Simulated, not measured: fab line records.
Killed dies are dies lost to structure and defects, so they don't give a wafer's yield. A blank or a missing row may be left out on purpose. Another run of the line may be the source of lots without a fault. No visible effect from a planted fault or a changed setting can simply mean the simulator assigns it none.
The tool behind it: which one? + flow gf180mcu + 36 wafers from 12 lots sampled at 5 of the route's 602 steps

## WHAT THE GAUGES READ, wafer by wafer
GF_V1_THK_MEAS_01. Usual: V1_CVD_00_THK typically reads 600 nm, with standard deviation 7.1.
| lot  | measured     | on           | V1_CVD_00_THK (nm)      | flag |
|------|--------------|--------------|-------------------------|------|
| L833 | day 17 06:39 | filmMetro-04 | 616 604 618             |      |
| L835 | day 18 05:31 | filmMetro-02 | 609 603 611             |      |
| L837 | day 18 20:21 | filmMetro-04 | 607 592 601             |      |
| L838 | day 19 13:34 | filmMetro-01 | 604 605 604             |      |
| L839 | day 19 18:39 | filmMetro-04 | 598 587 605             |      |
| L840 | day 20 01:31 | filmMetro-02 | 589 596 590             |      |
| L841 | day 20 06:47 | filmMetro-01 | 595 603 601             |      |
| L842 | day 20 22:20 | filmMetro-04 | 611 599 611             |      |
| L843 | day 21 02:32 | filmMetro-04 | 597 593 607             |      |
| L844 | day 21 12:23 | filmMetro-01 | 593 597 600             |      |
| L850 | day 23 14:09 | filmMetro-04 | 295 302 300 295 302 300 | OFF  |
| L851 | day 23 22:11 | filmMetro-01 | 294 297 303 294 297 303 | OFF  |

## TOOL THAT RAN EACH LOT (tool first, then ch and the chambers of the sampled wafers, then the start)
| lot  | GF_CONTACT_SPUTTER_22       | GF_M1_SPUTTER_00            | GF_M1_METAL_ETCH_16              | GF_V1_CVD_00                     |
|------|-----------------------------|-----------------------------|----------------------------------|----------------------------------|
| L833 | pvdSputter-03, day 16 06:14 | pvdSputter-04, day 16 06:55 | rieMetal-02 ch 0,1, day 17 05:55 | hdpcvd-01 ch 1,2, day 17 06:34   |
| L835 | pvdSputter-03, day 17 04:28 | pvdSputter-01, day 17 05:09 | rieMetal-01 ch 0,1, day 18 04:46 | hdpcvd-01 ch 0,2, day 18 05:25   |
| L837 | pvdSputter-02, day 17 18:28 | pvdSputter-04, day 17 19:09 | rieMetal-02 ch 0,1, day 18 19:33 | hdpcvd-01 ch 0,1,2, day 18 20:16 |
| L838 | pvdSputter-01, day 18 11:04 | pvdSputter-04, day 18 11:45 | rieMetal-01 ch 0,1, day 19 12:50 | hdpcvd-01 ch 0,1, day 19 13:29   |
| L839 | pvdSputter-01, day 18 16:23 | pvdSputter-03, day 18 17:05 | rieMetal-02 ch 0,1, day 19 17:54 | hdpcvd-01 ch 0,1,2, day 19 18:35 |
| L840 | pvdSputter-03, day 18 23:04 | pvdSputter-01, day 18 23:45 | rieMetal-02 ch 0,1, day 20 00:46 | hdpcvd-02 ch 0,2, day 20 01:26   |
| L841 | pvdSputter-02, day 19 04:07 | pvdSputter-03, day 19 04:47 | rieMetal-03 ch 0, day 20 05:37   | hdpcvd-01 ch 0,2, day 20 06:40   |
| L842 | pvdSputter-02, day 19 19:56 | pvdSputter-01, day 19 20:37 | rieMetal-03 ch 0, day 20 21:29   | hdpcvd-01 ch 1,2, day 20 22:16   |
| L843 | pvdSputter-01, day 20 00:16 | pvdSputter-04, day 20 00:57 | rieMetal-01 ch 0,1, day 21 01:49 | hdpcvd-02 ch 0,1,2, day 21 02:27 |
| L844 | pvdSputter-02, day 20 09:55 | pvdSputter-01, day 20 10:36 | rieMetal-03 ch 0,1, day 21 11:15 | hdpcvd-01 ch 0,1,2, day 21 12:19 |
| L850 | pvdSputter-03, day 22 13:16 | pvdSputter-03, day 22 13:59 | rieMetal-01 ch 0,1, day 23 13:22 | hdpcvd-01 ch 0,2, day 23 14:04   |
| L851 | pvdSputter-02, day 22 21:11 | pvdSputter-03, day 22 21:52 | rieMetal-02 ch 1, day 23 21:02   | hdpcvd-01 ch 0,2, day 23 22:05   |
- GF_CONTACT_SPUTTER_22: material Ti, target thk 15 nm, time 80.02 s.
- GF_M1_SPUTTER_00: material Ti, target thk 37.5 nm, time 150 s.
- GF_M1_METAL_ETCH_16: etches the open film in Cl2/BCl3, stops on SiO2, target depth 750.8 nm, time 125.1 s.
- GF_V1_CVD_00: deposits SiO2, target thk 600 nm, time 100 s.

## AS READ BY THE TOOLS THEMSELVES (means over the sampled wafers that have a number; for cases with no such wafer, the mark the record gives instead)
GF_CONTACT_SPUTTER_22. Usual: throttleValvePct at 30.1 %, with a standard deviation of 0.71.
| lot  | tool          | throttleValvePct (%) | flag |
|------|---------------|----------------------|------|
| L833 | pvdSputter-03 | 30.0                 |      |
| L835 | pvdSputter-03 | 29.5                 |      |
| L837 | pvdSputter-02 | 30.7                 |      |
| L838 | pvdSputter-01 | 29.7                 |      |
| L839 | pvdSputter-01 | 30.2                 |      |
| L840 | pvdSputter-03 | 29.6                 |      |
| L841 | pvdSputter-02 | 30.5                 |      |
| L842 | pvdSputter-02 | 30.3                 |      |
| L843 | pvdSputter-01 | 30.0                 |      |
| L844 | pvdSputter-02 | 30.2                 |      |
| L850 | pvdSputter-03 | 29.9                 |      |
| L851 | pvdSputter-02 | 31.0                 |      |

GF_M1_SPUTTER_00. Usual: throttleValvePct at 29.8 %, with a standard deviation of 0.47.
| lot  | tool          | throttleValvePct (%) | flag |
|------|---------------|----------------------|------|
| L833 | pvdSputter-04 | 29.7                 |      |
| L835 | pvdSputter-01 | 29.8                 |      |
| L837 | pvdSputter-04 | 29.2                 |      |
| L838 | pvdSputter-04 | 29.6                 |      |
| L839 | pvdSputter-03 | 30.3                 |      |
| L840 | pvdSputter-01 | 29.9                 |      |
| L841 | pvdSputter-03 | 29.3                 |      |
| L842 | pvdSputter-01 | 29.8                 |      |
| L843 | pvdSputter-04 | 29.5                 |      |
| L844 | pvdSputter-01 | 29.6                 |      |
| L850 | pvdSputter-03 | 29.7                 |      |
| L851 | pvdSputter-03 | 29.6                 |      |

GF_M1_METAL_ETCH_16. Usual: drypumpMotorCurrentA 5.71 A, standard deviation 0.24; oesProductAu 0.989 a.u., standard deviation 0.0062; throttleValvePct 28.230 %, standard deviation 0.0097.
| lot  | tool        | drypumpMotorCurrentA (A) | oesProductAu (a.u.) | throttleValvePct (%) | flag |
|------|-------------|--------------------------|---------------------|----------------------|------|
| L833 | rieMetal-02 | 5.67                     | 0.991               | 28.226               |      |
| L835 | rieMetal-01 | 5.46                     | 0.993               | 28.225               |      |
| L837 | rieMetal-02 | 5.75                     | 0.982               | 28.239               |      |
| L838 | rieMetal-01 | 5.45                     | 0.989               | 28.224               |      |
| L839 | rieMetal-02 | 5.79                     | 0.987               | 28.240               |      |
| L840 | rieMetal-02 | 5.78                     | 0.984               | 28.231               |      |
| L841 | rieMetal-03 | 5.94                     | 0.993               | 28.230               |      |
| L842 | rieMetal-03 | 5.96                     | 0.991               | 28.235               |      |
| L843 | rieMetal-01 | 5.65                     | 0.989               | 28.223               |      |
| L844 | rieMetal-03 | 5.83                     | 0.981               | 28.242               |      |
| L850 | rieMetal-01 | 5.65                     | 0.994               | 28.222               |      |
| L851 | rieMetal-02 | 5.85                     | 0.987               | 28.230               |      |

GF_V1_CVD_00. Usual: sih4FlowSccm at 59.99 sccm, with a standard deviation of 0.15.
| lot  | tool      | sih4FlowSccm (sccm) | flag |
|------|-----------|---------------------|------|
| L833 | hdpcvd-01 | 60.00               |      |
| L835 | hdpcvd-01 | 60.00               |      |
| L837 | hdpcvd-01 | 60.05               |      |
| L838 | hdpcvd-01 | 59.95               |      |
| L839 | hdpcvd-01 | 59.88               |      |
| L840 | hdpcvd-02 | 59.92               |      |
| L841 | hdpcvd-01 | 59.80               |      |
| L842 | hdpcvd-01 | 59.98               |      |
| L843 | hdpcvd-02 | 59.87               |      |
| L844 | hdpcvd-01 | 59.98               |      |
| L850 | hdpcvd-01 | 30.00               | OFF  |
| L851 | hdpcvd-01 | 30.04               | OFF  |

## THE ANSWER, worked out from the rows above alone
Rule: take the mean of a lot's wafers that have a number; if it is more than 3 standard deviations from the usual mean, the lot is off. A lot without any number at a reading at which 4 lots or more have one is off too. All remaining lots with rows at the step are treated as sound. First the gauges in route order, then the tools' own readings, where a lot's mean is used as printed above. At the first step where some lot is off, the reading lying furthest off is the one used; lots without a number count as furthest.
Off: at GF_V1_THK_MEAS_01 (V1_CVD_00_THK), L850, L851.
If a tool, at a process step before that reading, ran all the lots that are off and no sound lot after the first of them, it fits. The gauges at GF_V1_THK_MEAS_01 aren't tried: what is off there is off at GF_V1_CVD_00 too, on other tools, and a gauge's error can't cause that. Can't be told from this: 2 tools fit, pvdSputter-03 at GF_M1_SPUTTER_00, hdpcvd-01 at GF_V1_CVD_00.

## WHAT THE SIMULATOR HAD INSERTED
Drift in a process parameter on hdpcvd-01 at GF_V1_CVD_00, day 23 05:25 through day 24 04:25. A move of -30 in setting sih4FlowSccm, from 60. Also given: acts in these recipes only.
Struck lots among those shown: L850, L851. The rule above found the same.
